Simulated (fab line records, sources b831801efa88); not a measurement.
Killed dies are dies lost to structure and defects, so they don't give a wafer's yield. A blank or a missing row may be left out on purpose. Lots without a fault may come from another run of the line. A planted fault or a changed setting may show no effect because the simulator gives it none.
fab line records | flow sky130
record lots=6 wafers=18 last_day=50
route steps=708 shown POLY_GATE@233 LDD_N@237 LDD_P@255 PAD_OPEN@708
lots that met no fault: from a run of the same line without faults
start_h: hours from the record's first day to the start of the lot's first wafer shown | wait_h: hours since the lot's step before | " the same as in the row above | L1.1+2: a row that stands for several wafers | - no value, or no start given | * or withheld: withheld | < > ~ a bound
route shown NAME@n: a module of which the file shows steps, and the number in the route of the first | usual: mean/standard deviation of fault-free wafers | same: alike in all rows | chamber/n: place in a boat | sites: the reading at each site | _std_site: their standard deviation | _edge_site: outer sites' mean less inner sites' | radius_mm: how far each site lies from the wafer's centre | mask NAME#n: copy n | behind: the tool/chamber that last shaped the wafer | hold: why the lot was held/for how many hours/how that ended | device: the transistor (n, p or np) that didn't switch | end of line: the same wafers' tests at the end of the route | a step without rows: its recipe alone | killed: dies lost to structure and defects at the first sort, not the wafer's yield | map: a wafer's dies, x killed, . not, _ none there
set.NAME: the setting as run; set.NAME@STEP: as run at that earlier step | model.NAME: the simulator's own value behind a step, which no gauge read
lots at some steps of the route; a table a step, a row a wafer
services: from which hour (start_h, from the record's first day; less than 0 if before it) a tool's chamber was out of use, for how many hours, and why
## steps
# step SKY_POLY_GATE_CLEAN_19
# recipe chemistry=SC1/SC2 mix=1:4:20 temp_c=70 time_s=150 dry=n2_spin
# step SKY_POLY_GATE_OXIDATION_20
# recipe temp_c=850 ambient=O2 stabilise_s=600 purge_s=300 target_thk_a=40 ox_time_s=899
# step SKY_POLY_GATE_THK_MEAS_21
# recipe reads=SiO2_of_POLY_GATE_OXIDATION_20
# usual POLY_GATE_OXIDATION_THK=4.01/0.073
# columns lot.wafer tool chamber start_h wait_h POLY_GATE_OXIDATION_THK[nm]
L865.1 film_metro-02 - 423.40 0.0 3.94
L865.2 " - " " 3.87
L865.6 " - " " 3.91
L869.1 film_metro-02 - 470.22 0.0 3.90
L869.2 " - " " 3.94
L869.4 " - " " 4.00
L872.1 film_metro-03 - 483.87 0.0 4.08
L872.2 " - " " 4.01
L872.4 " - " " 4.01
L873.3 film_metro-01 - 496.84 0.0 4.07
L873.4 " - " " 4.05
L873.5 " - " " 4.06
L881.1 film_metro-01 - 569.03 0.0 3.99
L881.4 " - " " 3.94
L881.6 " - " " 3.92
L882.4 film_metro-03 - 574.42 0.0 4.04
L882.5 " - " " 3.96
L882.6 " - " " 4.03
# step SKY_POLY_GATE_CD_MEAS_22
# usual cd_nm=149/3
# columns lot.wafer tool chamber start_h wait_h cd_nm
L865.1 cd_sem-01 - 423.46 0.1 148
L865.2 " - " " 151
L865.6 " - " " 146
L869.1 cd_sem-02 - 470.28 0.1 148
L869.2 " - " " 146
L869.4 " - " " 151
L872.1 cd_sem-02 - 483.93 0.1 155
L872.2 " - " " 156
L872.4 " - " " 154
L873.3 cd_sem-02 - 496.93 0.1 148
L873.4 " - " " 153
L873.5 " - " " 149
L881.1 cd_sem-02 - 569.09 0.1 143
L881.4 " - " " 146
L881.6 " - " " 143
L882.4 cd_sem-01 - 574.53 0.1 147
L882.5 " - " " 148
L882.6 " - " " 145
# step SKY_LDD_N_DEHYDRATE_00
# recipe temp_c=200 time_s=60
# step SKY_LDD_N_HMDS_01
# recipe prime_time_s=60 prime_temp_c=120
# step SKY_LDD_N_COAT_02
# recipe resist=NOVOLAK spin_rpm=3000 resist_thk_nm=300
# step SKY_LDD_N_SOFTBAKE_03
# recipe temp_c=88.91 time_s=60 resist=NOVOLAK
# step SKY_LDD_N_EXPOSE_04
# recipe mask_id=NTM target_cd_nm=840 na=0.6 source_shape=conventional sigma_outer=0.6 dose_mj=110
# step SKY_LDD_N_PEB_05
# recipe temp_c=withheld time_s=* resist=NOVOLAK
# step SKY_LDD_N_DEVELOP_06
# recipe develop_time_s=60 dev_temp_c=23
# step SKY_LDD_N_OVL_MEAS_07
# usual LDD_N_OVL=1.8/1.4
# columns lot.wafer tool chamber start_h wait_h LDD_N_OVL[nm]
L865.1 overlay-02 - 453.73 0.1 2.1
L865.2 " - " " 4.3
L865.6 " - " " 1.5
L869.1 overlay-02 - 499.84 0.1 1.3
L869.2 " - " " -0.3
L869.4 " - " " 1.8
L872.1 overlay-01 - 514.64 0.1 3.3
L872.2 " - " " 0.8
L872.4 " - " " 3.0
L873.3 overlay-01 - 528.00 0.1 -0.2
L873.4 " - " " 0.8
L873.5 " - " " 0.5
L881.1 overlay-02 - 597.94 0.1 1.6
L881.4 " - " " 3.8
L881.6 " - " " 2.4
L882.4 overlay-01 - 603.75 0.1 3.7
L882.5 " - " " 4.1
L882.6 " - " " 5.4
# step SKY_LDD_N_IMPLANT_08
# recipe species=As energy_kev=20 dose_cm2=7.5e+13 tilt_deg=withheld rotation_deg=23
# usual dose_ions_cm2=7.498e+13/7.9e+10 faraday_current_uA=423/8.4 rotation_deg=22.999/0.021
# columns lot.wafer tool chamber start_h wait_h dose_ions_cm2 faraday_current_uA rotation_deg
L865.1 implanter-02 0 453.77 0.0 7.497e+13 409 22.979
L865.2 " 0 " " 7.507e+13 432 22.980
L865.6 " 0 " " 7.503e+13 418 23.000
L869.1 implanter-03 0 499.87 0.0 7.505e+13 425 23.005
L869.2 " 0 " " 7.512e+13 423 23.048
L869.4 " 0 " " 7.496e+13 422 23.033
L872.1 implanter-03 0 514.67 0.0 4.613e+13 255 23.018
L872.2 " 0 " " 4.619e+13 259 23.063
L872.4 " 0 " " 4.62e+13 258 23.029
L873.3 implanter-03 0 528.07 0.1 4.616e+13 263 23.002
L873.4 " 0 " " 4.621e+13 265 22.992
L873.5 " 0 " " 4.627e+13 268 23.007
L881.1 implanter-04 0 597.97 0.0 7.492e+13 418 22.997
L881.4 " 0 " " 7.483e+13 423 22.959
L881.6 " 0 " " 7.484e+13 416 23.013
L882.4 implanter-04 0 603.85 0.1 7.489e+13 435 23.026
L882.5 " 0 " " 7.491e+13 424 22.986
L882.6 " 0 " " 7.511e+13 423 23.026
# step SKY_LDD_N_IMPLANT_09
# recipe species=As energy_kev=20 dose_cm2=7.5e+13 tilt_deg=withheld rotation_deg=113
# step SKY_LDD_N_IMPLANT_10
# recipe species=As energy_kev=20 dose_cm2=7.5e+13 tilt_deg=withheld rotation_deg=203
# step SKY_LDD_N_IMPLANT_11
# recipe species=As energy_kev=20 dose_cm2=7.5e+13 tilt_deg=withheld rotation_deg=293
# step SKY_LDD_N_IMPLANT_12
# recipe species=BF2 energy_kev=50 dose_cm2=5e+12 tilt_deg=30 rotation_deg=0
# step SKY_LDD_N_IMPLANT_13
# recipe species=BF2 energy_kev=50 dose_cm2=5e+12 tilt_deg=30 rotation_deg=90
# step SKY_LDD_N_IMPLANT_14
# recipe species=BF2 energy_kev=50 dose_cm2=5e+12 tilt_deg=30 rotation_deg=180
# step SKY_LDD_N_IMPLANT_15
# recipe species=BF2 energy_kev=50 dose_cm2=5e+12 tilt_deg=30 rotation_deg=270
# step SKY_LDD_N_STRIP_16
# recipe chemistry=O2/N2 power_w=1400 pressure_mtorr=1500 platen_temp_c=withheld o2_flow_sccm=3000 n2_flow_sccm=300 overash_fraction=0.5
# usual drypump_motor_current_A=5.8/0.42 n2_flow_sccm=299.9/0.86 oes_product_au=0.407/0.0049 strip_time_to_endpoint_s=4.328/0.015
# columns lot.wafer tool chamber start_h wait_h drypump_motor_current_A n2_flow_sccm oes_product_au rf_hours_counter_h strip_time_to_endpoint_s
L865.1 plasma_asher-03 0 454.97 0.1 5.2 298.8 0.408 64 4.349
L865.2 " 1 " " 6.3 299.5 0.398 64 4.329
L865.6 " 0 " " 5.2 300.0 0.407 - 4.325
L869.1 plasma_asher-01 1 501.07 0.1 6.1 299.8 0.403 40 4.325
L869.2 " 0 " " 5.5 299.9 0.407 40 4.319
L869.4 " 0 " " 5.5 298.9 0.414 - 4.339
L872.1 plasma_asher-01 1 515.87 0.1 6.1 299.4 0.408 41 4.233
L872.2 " 0 " " 5.5 299.7 0.406 41 4.254
L872.4 " 0 " " 5.5 299.5 0.403 - 4.230
L873.3 plasma_asher-02 1 531.49 0.1 5.8 298.1 0.416 - 4.260
L873.4 " 0 " " 5.6 299.0 0.417 - 4.272
L873.5 " 0 " " 5.6 299.1 0.413 - 4.259
L881.1 plasma_asher-01 0 599.17 0.1 5.5 300.0 0.411 50 4.345
L881.4 " 1 " " 6.1 300.5 0.412 - 4.346
L881.6 " 1 " " 6.1 300.1 0.404 - 4.332
L882.4 plasma_asher-01 1 605.00 0.1 6.1 299.2 0.400 - 4.318
L882.5 " 0 " " 5.5 300.3 0.400 - 4.311
L882.6 " 1 " " 6.1 300.2 0.411 - 4.303
# step SKY_LDD_N_TW_MEAS_17
# usual LDD_N_TW=2595/19
# columns lot.wafer tool chamber start_h wait_h LDD_N_TW
L865.1 film_metro-02 - 455.07 0.1 2596
L865.2 " - " " 2579
L865.6 " - " " 2598
L869.1 film_metro-02 - 501.17 0.1 2592
L869.2 " - " " 2592
L869.4 " - " " 2598
L872.1 film_metro-04 - 515.97 0.1 2575
L872.2 " - " " 2572
L872.4 " - " " 2567
L873.3 film_metro-02 - 531.57 0.1 2519
L873.4 " - " " 2503
L873.5 " - " " 2501
L881.1 film_metro-03 - 599.27 0.1 2576
L881.4 " - " " 2597
L881.6 " - " " 2577
L882.4 film_metro-04 - 605.10 0.1 2628
L882.5 " - " " 2628
L882.6 " - " " 2625
# step SKY_LDD_P_DEHYDRATE_00
# recipe temp_c=200 time_s=60
# step SKY_PAD_OPEN_PROBE_99
# usual killed_at_M0_to_M3=43/7.7 killed_at_M4_up=2.9/1.7 killed_at_contacts=24/5.5 killed_at_front_end=15/4 killed_at_other=0.4/0.66 killed_dies=86/9.4 killed_open=47/6.7 killed_short=38/6.2
# same gross_dies=492 killed_at_back_side=0
# columns lot.wafer tool chamber start_h wait_h killed_at_M0_to_M3 killed_at_M4_up killed_at_contacts killed_at_front_end killed_at_other killed_dies killed_open killed_short model.etest.tip_n.rs_ohm_sq
L865.1 prober-02 - 1107.96 0.1 59 6 22 13 1 101 61 40 440
L865.2 prober-02 - 1108.01 0.1 39 7 28 14 0 88 57 31 440.6
L865.6 prober-02 - 1108.21 0.2 41 3 22 24 0 90 43 47 441.9
L869.1 prober-01 - 1138.65 0.1 35 4 19 18 0 76 45 31 442.1
L869.2 prober-01 - 1138.70 0.1 44 2 25 18 1 90 39 50 444.9
L869.4 prober-01 - 1138.80 0.2 35 1 22 9 0 67 33 34 444.6
L872.1 prober-01 - 1150.42 0.1 43 4 29 15 0 91 43 48 471.1
L872.2 prober-01 - 1150.47 0.1 54 3 16 14 0 87 44 43 469.6
L872.4 prober-01 - 1150.57 0.2 43 3 20 10 0 76 42 34 469.3
L873.3 prober-02 - 1158.07 0.2 45 2 27 18 1 93 49 44 470.9
L873.4 prober-02 - 1158.12 0.2 26 2 18 15 0 61 40 21 475.4
L873.5 prober-02 - 1158.17 0.2 48 3 23 15 0 89 53 36 472.8
L881.1 prober-02 - 1199.36 0.1 44 5 31 14 0 94 50 44 441
L881.4 prober-02 - 1199.51 0.2 34 5 23 11 0 73 49 24 442.1
L881.6 prober-02 - 1199.61 0.2 35 5 28 9 0 77 42 35 437.6
L882.4 prober-01 - 1200.41 0.2 47 4 26 11 2 90 47 43 449.5
L882.5 prober-01 - 1200.46 0.2 31 3 20 9 1 64 42 22 446.1
L882.6 prober-01 - 1200.51 0.2 51 4 20 13 2 90 51 39 443.3
# killed by level:class
L865.1 VIA1:geometric_particle:open=18 CONTACT:geometric_particle:open=12 VIA3:geometric_particle:open=10 VIA2:geometric_particle:open=7 VIA1:geometric_particle:short=7 FIELD_ISO:geometric_particle:open=6 CONTACT:geometric_particle:short=5 METAL1:geometric_particle:short=5
L865.2 CONTACT:geometric_particle:open=16 VIA1:geometric_particle:open=10 VIA3:geometric_particle:open=8 VIA2:geometric_particle:open=6 FIELD_ISO:geometric_particle:short=4 POLY_GATE:geometric_particle:short=4 LI_CONTACT:geometric_particle:open=4 LOCAL_INTERCONNECT:geometric_particle:short=4
L865.6 FIELD_ISO:geometric_particle:short=9 VIA1:geometric_particle:open=8 LI_CONTACT:geometric_particle:open=7 VIA1:geometric_particle:short=7 POLY_GATE:geometric_particle:open=6 LI_CONTACT:geometric_particle:short=5 CONTACT:geometric_particle:short=5 VIA2:geometric_particle:short=5
L869.1 VIA1:geometric_particle:open=8 VIA2:geometric_particle:open=7 LI_CONTACT:geometric_particle:open=6 VIA3:geometric_particle:open=6 FIELD_ISO:geometric_particle:open=5 LOCAL_INTERCONNECT:geometric_particle:short=5 CONTACT:geometric_particle:open=5 FIELD_ISO:geometric_particle:short=4
L869.2 METAL2:geometric_particle:short=10 CONTACT:geometric_particle:open=9 POLY_GATE:geometric_particle:short=8 VIA3:geometric_particle:open=8 VIA1:geometric_particle:open=7 LI_CONTACT:geometric_particle:open=5 CONTACT:geometric_particle:short=5 LOCAL_INTERCONNECT:geometric_particle:short=4
L869.4 CONTACT:geometric_particle:open=11 VIA1:geometric_particle:open=7 VIA1:geometric_particle:short=5 CONTACT:geometric_particle:short=5 VIA3:geometric_particle:short=5 VIA3:geometric_particle:open=5 VIA2:geometric_particle:short=4 FIELD_ISO:geometric_particle:short=3
L872.1 VIA3:geometric_particle:open=10 CONTACT:geometric_particle:short=8 VIA1:geometric_particle:open=8 CONTACT:geometric_particle:open=7 LOCAL_INTERCONNECT:geometric_particle:short=6 POLY_GATE:geometric_particle:short=5 LI_CONTACT:geometric_particle:open=4 VIA1:geometric_particle:short=4
L872.2 VIA1:geometric_particle:open=14 VIA3:geometric_particle:open=9 VIA3:geometric_particle:short=8 POLY_GATE:geometric_particle:short=5 CONTACT:geometric_particle:short=5 METAL1:geometric_particle:short=5 LI_CONTACT:geometric_particle:open=4 CONTACT:geometric_particle:open=4
L872.4 CONTACT:geometric_particle:open=11 VIA1:geometric_particle:open=10 VIA2:geometric_particle:open=8 METAL1:geometric_particle:short=5 VIA3:geometric_particle:open=5 VIA1:geometric_particle:short=5 CONTACT:geometric_particle:short=4 FIELD_ISO:geometric_particle:short=3
L873.3 CONTACT:geometric_particle:open=10 VIA2:geometric_particle:open=8 VIA3:geometric_particle:open=7 VIA1:geometric_particle:open=7 METAL2:geometric_particle:short=7 POLY_GATE:geometric_particle:short=6 LI_CONTACT:geometric_particle:open=6 LOCAL_INTERCONNECT:geometric_particle:short=6
L873.4 CONTACT:geometric_particle:open=10 VIA3:geometric_particle:open=6 FIELD_ISO:geometric_particle:open=5 VIA2:geometric_particle:open=5 POLY_GATE:geometric_particle:short=5 VIA1:geometric_particle:open=5 LI_CONTACT:geometric_particle:open=4 VIA2:geometric_particle:short=3
L873.5 VIA3:geometric_particle:open=11 CONTACT:geometric_particle:open=9 METAL1:geometric_particle:short=8 LI_CONTACT:geometric_particle:open=8 VIA2:geometric_particle:open=8 VIA1:geometric_particle:open=7 VIA1:geometric_particle:short=4 SPACER:geometric_particle:short=4
L881.1 LOCAL_INTERCONNECT:geometric_particle:short=12 VIA1:geometric_particle:open=11 CONTACT:geometric_particle:open=9 METAL2:geometric_particle:short=8 VIA2:geometric_particle:open=6 VIA1:geometric_particle:short=6 VIA3:geometric_particle:open=6 FIELD_ISO:geometric_particle:open=5
L881.4 VIA1:geometric_particle:open=9 CONTACT:geometric_particle:open=7 LI_CONTACT:geometric_particle:open=6 VIA2:geometric_particle:open=6 VIA3:geometric_particle:open=5 FIELD_ISO:geometric_particle:open=4 LOCAL_INTERCONNECT:geometric_particle:short=4 POLY_GATE:geometric_particle:open=3
L881.6 LI_CONTACT:geometric_particle:open=9 CONTACT:geometric_particle:open=9 VIA2:geometric_particle:open=7 METAL1:geometric_particle:short=5 VIA3:geometric_particle:open=5 LOCAL_INTERCONNECT:geometric_particle:short=4 CONTACT:geometric_particle:short=4 VIA2:geometric_particle:short=4
L882.4 CONTACT:geometric_particle:open=11 VIA2:geometric_particle:open=8 METAL2:geometric_particle:short=7 VIA3:geometric_particle:open=7 LOCAL_INTERCONNECT:geometric_particle:short=5 VIA1:geometric_particle:open=5 LI_CONTACT:geometric_particle:open=4 CONTACT:geometric_particle:short=4
L882.5 VIA1:geometric_particle:open=13 LI_CONTACT:geometric_particle:open=7 CONTACT:geometric_particle:open=6 VIA2:geometric_particle:open=6 CONTACT:geometric_particle:short=4 FIELD_ISO:geometric_particle:open=3 POLY_GATE:geometric_particle:short=3 METAL1:geometric_particle:short=3
L882.6 VIA1:geometric_particle:open=10 VIA2:geometric_particle:open=9 METAL1:geometric_particle:short=9 CONTACT:geometric_particle:open=8 METAL2:geometric_particle:short=7 LI_CONTACT:geometric_particle:open=5 VIA3:geometric_particle:open=5 FIELD_ISO:geometric_particle:open=4
## services
# columns tool chamber start_h hours kind
plasma_asher-02 0 430.25 - clean
plasma_asher-02 1 430.25 - clean
plasma_asher-01 - 458.78 8.1 repair
plasma_asher-03 - 475.92 3.0 repair
implanter-03 - 479.74 6.4 pm
plasma_asher-03 - 492.63 7.9 repair
plasma_asher-02 - 512.16 2.7 pm
implanter-03 - 518.11 3.1 repair
plasma_asher-02 - 575.01 9.5 repair
implanter-03 - 601.23 0.6 repair
implanter-03 - 603.69 23.2 pm
## key
first_sign step=SKY_LDD_N_IMPLANT_08 reading=dose_ions_cm2 direction=down sigmas=99+ usual=* struck=*
effect step=SKY_LDD_N_IMPLANT_08 reading=faraday_current_uA direction=down sigmas=19 usual=423 struck=261
effect step=SKY_LDD_N_STRIP_16 reading=strip_time_to_endpoint_s direction=down sigmas=5.2 usual=* struck=*
effect step=SKY_LDD_N_TW_MEAS_17 reading=LDD_N_TW direction=down sigmas=2.9 usual=2595 struck=2539
model_effect step=SKY_PAD_OPEN_PROBE_99 value=etest.tip_n.rs_ohm_sq without=442.2 struck=471.5
met_at SKY_LDD_N_IMPLANT_08
struck_wafers L872.1,L872.2,L872.4,L873.3,L873.4,L873.5
tester_left_out L872,L873
onset_between 499.87 514.67
fault kind=process_parameter_drift tool=implanter-03 chamber=- onset_h=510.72 steps=SKY_LDD_N_IMPLANT_08 channel=dose_cm2 offset=* shape=step end_h=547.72 acts_in=* stated=*
# tester_left_out: of these lots the tester's yield and bins aren't shown, on N5 and GAA mostly nor the transistor test; their killed dies are dies lost to structure and defects alone, not to doping, threshold or leakage, so they don't give the yield
